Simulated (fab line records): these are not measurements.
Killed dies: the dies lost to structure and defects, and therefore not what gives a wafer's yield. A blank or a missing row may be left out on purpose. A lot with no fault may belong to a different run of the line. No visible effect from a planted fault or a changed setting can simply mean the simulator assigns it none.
8D (eight disciplines) problem report, filled in by code	flow sky130	the parts of the form that need people (team, actions taken, sign-off) are left out

## 1. WHAT WENT WRONG
beam_energy_keV at SKY_LDD_HVP_IMPLANT_08 reads a mean of 25.034 on 6 wafers of 2 lots; wafers without a fault read 20.000 with a standard deviation of 0.0064. That is +99 or more standard deviations from the usual mean.
Earliest sighting: wafer L544.1 on implanter-03 at day 25 05:07. At this step, 42 wafers from 14 lots have a number in the record. The rule behind "out" and "out of limits": a value lying over 4 standard deviations away from the usual mean. The rest of the wafers with a number are treated as sound.

## 2. WHAT IT IS, WHAT IT ISN'T
question	is	is not
which readings at this step	beam_energy_keV	end_station_pressure_torr, tilt_deg
which lots	L544, L548	L536, L537, L538, L540, L542, L545, L546, L549, L554, L555, L558, L559
which wafers of those lots	all that have a number	-
read on which tools	implanter-03	implanter-02, implanter-04
when	from day 25 05:07	up to then (18 sound wafers); but 18 sound wafers of L546, L549, L554, L555, L558, L559 came after

## 3. THE SUSPECTS, EACH WITH WHAT RULES IT OUT
Counting: a tool at any process step up to the reading remains a suspect when it ran all the lots that are out and ran no sound lot after the first of those.
- implanter-03 at SKY_LDD_HVP_IMPLANT_08: ruled out as a lasting fault. Sound lots L554 ran on it after its first lot that is out, L544 (day 25 05:07).
Left after counting: nothing in the record.

## 4. THE CAUSE (what the simulator had put in)
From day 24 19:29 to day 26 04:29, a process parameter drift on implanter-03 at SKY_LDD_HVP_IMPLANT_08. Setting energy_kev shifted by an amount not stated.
Counting ruled it out, wrongly.

## 5. SEQUENCE OF EFFECTS, ordered by route
Rows list readings where the struck wafers' mean (over those with a number) sits beyond 3 standard deviations from the usual. Only readings for which the record gives a usual standard deviation are gone through. hours: the time from each lot's start at the first step in this table that gives one to its start at this step, as a median over the lots. sigmas: the change in usual standard deviations.
hours	step	reading	usual	on struck wafers	change	sigmas
0	SKY_LDD_HVP_IMPLANT_08	beam_energy_keV	20.000	25.034	+5.034	+99 or more
The process steps in it:
- SKY_LDD_HVP_IMPLANT_08

## 6. HOW IT WOULD HAVE BEEN CAUGHT EARLIER
In this record no reading fell out of limits until day 25 05:07, 10 hours after the fault had begun at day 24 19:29.
